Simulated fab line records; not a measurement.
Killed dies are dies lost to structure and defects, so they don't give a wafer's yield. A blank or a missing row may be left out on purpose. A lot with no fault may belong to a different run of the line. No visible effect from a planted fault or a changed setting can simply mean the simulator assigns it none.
Which tool is to blame? | flow sky130 | Sampling: 12 lots, 36 wafers, 6 of 708 route steps

WHAT THE GAUGES READ, wafer by wafer
SKY_GATE_OXIDE_OVL_MEAS_10.
lot  | measured     | on         | GATE_OXIDE_OVL (nm)
L588 | day 13 16:16 | overlay-01 | 0.5 -2.1 0.3
L589 | day 13 22:14 | overlay-02 | 1.6 -1.7 0.8
L593 | day 15 10:47 | overlay-01 | - - -
L595 | day 16 10:23 | overlay-02 | 0.4 0.0 -0.4
L602 | day 18 23:29 | overlay-02 | -0.7 -1.4 -2.3
L603 | day 19 09:38 | overlay-02 | -1.0 -2.5 -3.2
L604 | day 19 16:51 | overlay-02 | 0.0 -0.6 -1.4
L605 | day 19 20:08 | overlay-02 | 1.8 -1.5 -0.7
L607 | day 21 00:29 | overlay-02 | -3.8 -0.6 -2.7
L608 | day 21 07:15 | overlay-01 | 2.1 0.2 0.8
L610 | day 22 00:42 | overlay-01 | -0.5 0.0 -0.1
L611 | day 22 00:58 | overlay-01 | -2.7 -1.0 0.1

SKY_GATE_OXIDE_TW_MEAS_14.
lot  | measured     | on            | GATE_OXIDE_TW
L588 | day 13 16:40 | film-metro-03 | 220.4 220.5 220.3
L589 | day 13 22:38 | film-metro-04 | 225.9 226.3 226.7
L593 | day 15 11:11 | film-metro-04 | 30.3 30.3 30.4
L595 | day 16 10:47 | film-metro-02 | 224.4 224.5 224.3
L602 | day 18 23:53 | film-metro-04 | 225.9 226.0 225.6
L603 | day 19 10:02 | film-metro-04 | 227.0 226.4 225.6
L604 | day 19 17:15 | film-metro-03 | 223.7 223.5 221.6
L605 | day 19 20:32 | film-metro-03 | 223.6 223.6 223.6
L607 | day 21 00:53 | film-metro-03 | 225.6 224.2 225.2
L608 | day 21 07:38 | film-metro-02 | 225.2 223.7 225.8
L610 | day 22 01:06 | film-metro-02 | 224.9 223.0 223.9
L611 | day 22 01:21 | film-metro-03 | 223.6 223.4 224.0

SKY_SD_P_CD_MEAS_07 targets a cd of 380 nm.
lot  | measured     | on        | cd-nm (nm)
L588 | day 25 01:53 | cd-sem-02 | 375.6 377.7 376.8
L589 | day 25 13:10 | cd-sem-01 | 377.6 376.6 375.9
L595 | day 28 09:57 | cd-sem-01 | 380.6 381.2 383.3
L602 | day 30 09:55 | cd-sem-02 | 381.0 379.1 380.3
L603 | day 30 17:53 | cd-sem-01 | 382.7 381.5 380.1
L604 | day 31 02:16 | cd-sem-01 | 379.2 380.6 380.6
L605 | day 31 08:46 | cd-sem-01 | 378.4 378.8 379.6
L607 | day 32 07:10 | cd-sem-01 | 385.9 385.1 383.4
L608 | day 32 09:08 | cd-sem-01 | 380.8 382.0 382.4
L610 | day 34 06:58 | cd-sem-01 | 382.8 381.3 383.9
L611 | day 34 05:46 | cd-sem-01 | 381.6 380.2 379.2

SKY_SD_P_TW_MEAS_11.
lot  | measured     | on            | SD_P_TW
L588 | day 25 02:17 | film-metro-04 | 2847 2859 2862
L589 | day 25 13:33 | film-metro-04 | 2864 2853 2859
L595 | day 28 10:22 | film-metro-02 | 2825 2814 2812
L602 | day 30 10:19 | film-metro-02 | 2840 2844 2827
L603 | day 30 18:17 | film-metro-02 | 2826 2832 2841
L604 | day 31 02:39 | film-metro-01 | 2810 2822 2823
L605 | day 31 09:10 | film-metro-04 | 2868 2852 2848
L607 | day 32 07:35 | film-metro-02 | 2836 2820 2829
L608 | day 32 09:32 | film-metro-04 | 2842 2860 2844
L610 | day 34 07:49 | film-metro-04 | 2839 2848 2854
L611 | day 34 06:09 | film-metro-02 | 2815 2818 2812

WHICH TOOL RAN EACH LOT (tool, then ch and the chambers of the sampled wafers, then the start)
lot  | SKY_GATE_OXIDE_EXPOSE_07            | SKY_SD_P_STRIP_10
L588 | iline-stepper-01 ch 0, day 13 04:14 | plasma-asher-04 ch 0,1, day 25 02:11
L589 | iline-stepper-01 ch 0, day 13 09:13 | plasma-asher-04 ch 0,1, day 25 13:26
L593 | iline-stepper-01 ch 0, day 14 21:26 | -
L595 | iline-stepper-01 ch 0, day 15 20:36 | plasma-asher-04 ch 1, day 28 10:16
L602 | iline-stepper-01 ch 0, day 18 08:35 | plasma-asher-04 ch 0,1, day 30 10:13
L603 | iline-stepper-01 ch 0, day 18 17:43 | plasma-asher-04 ch 1, day 30 18:11
L604 | iline-stepper-02 ch 0, day 19 01:44 | plasma-asher-03 ch 0,1, day 31 02:32
L605 | iline-stepper-02 ch 0, day 19 04:46 | plasma-asher-04 ch 0,1, day 31 09:04
L607 | iline-stepper-01 ch 0, day 20 09:10 | plasma-asher-03 ch 0, day 32 07:29
L608 | iline-stepper-02 ch 0, day 20 16:04 | plasma-asher-01 ch 0,1, day 32 09:26
L610 | iline-stepper-02 ch 0, day 21 09:46 | plasma-asher-01 ch 0,1, day 34 07:43
L611 | iline-stepper-01 ch 0, day 21 09:59 | plasma-asher-03 ch 0,1, day 34 06:02
- SKY_GATE_OXIDE_EXPOSE_07: exposes mask LVOM, target cd 600 nm.
- SKY_SD_P_STRIP_10: strips in O2/N2.

AS READ BY THE TOOLS THEMSELVES (means over the sampled wafers that have a number; for cases with no such wafer, the mark the record gives instead)
SKY_SD_P_STRIP_10.
lot  | tool            | drypump-motor-current-A (A) | oes-product-au (a.u.) | strip-time-to-endpoint-s (s)
L588 | plasma-asher-04 | 5.5                         | 0.618                 | 17.52
L589 | plasma-asher-04 | 5.5                         | 0.622                 | 17.58
L595 | plasma-asher-04 | 4.9                         | 0.615                 | 17.52
L602 | plasma-asher-04 | 5.5                         | 0.615                 | 17.48
L603 | plasma-asher-04 | 4.9                         | 0.619                 | 17.48
L604 | plasma-asher-03 | 6.1                         | 0.620                 | 17.48
L605 | plasma-asher-04 | 5.2                         | 0.615                 | 17.49
L607 | plasma-asher-03 | 5.6                         | 0.615                 | 17.52
L608 | plasma-asher-01 | 6.0                         | 0.617                 | 17.46
L610 | plasma-asher-01 | 6.0                         | 0.622                 | 17.50
L611 | plasma-asher-03 | 5.9                         | 0.617                 | 17.50

THE ANSWER, worked out from the rows above alone
Rule: the lots themselves supply what counts as usual. The widest of any qualifying gaps counts: lots, ordered by their means at a reading, are off when they make up no more than a third of the lots, leave a main group of 4 or more, and stand apart from it by 3 or more times the standard deviation of that group's means. The tables above print the reading to a certain number of digits; a main group whose means all agree to those digits is not used. Also off: a lot with no number at a reading for which 4 or more lots have one. Any other lot the step has rows for is counted as sound. After the gauges, taken in route order, come the tools' own readings; for these a lot's mean is taken, as printed above. The first step at which some lot is off is used, and at that step the reading that is off furthest; a lot without a number counts as furthest.
Off: L593, at SKY_GATE_OXIDE_OVL_MEAS_10 (GATE_OXIDE_OVL). Without a number there: L593. For the main group the mean is -0.7 nm and the standard deviation 1.
If a tool, at a process step before that reading, ran all the lots that are off and no sound lot after the first of them, it fits. The gauges at SKY_GATE_OXIDE_OVL_MEAS_10 aren't tried: what is off there is off at SKY_GATE_OXIDE_TW_MEAS_14 too, on other tools, and a gauge's error can't cause that. None of those tried fits.

WHAT THE SIMULATOR PUT IN
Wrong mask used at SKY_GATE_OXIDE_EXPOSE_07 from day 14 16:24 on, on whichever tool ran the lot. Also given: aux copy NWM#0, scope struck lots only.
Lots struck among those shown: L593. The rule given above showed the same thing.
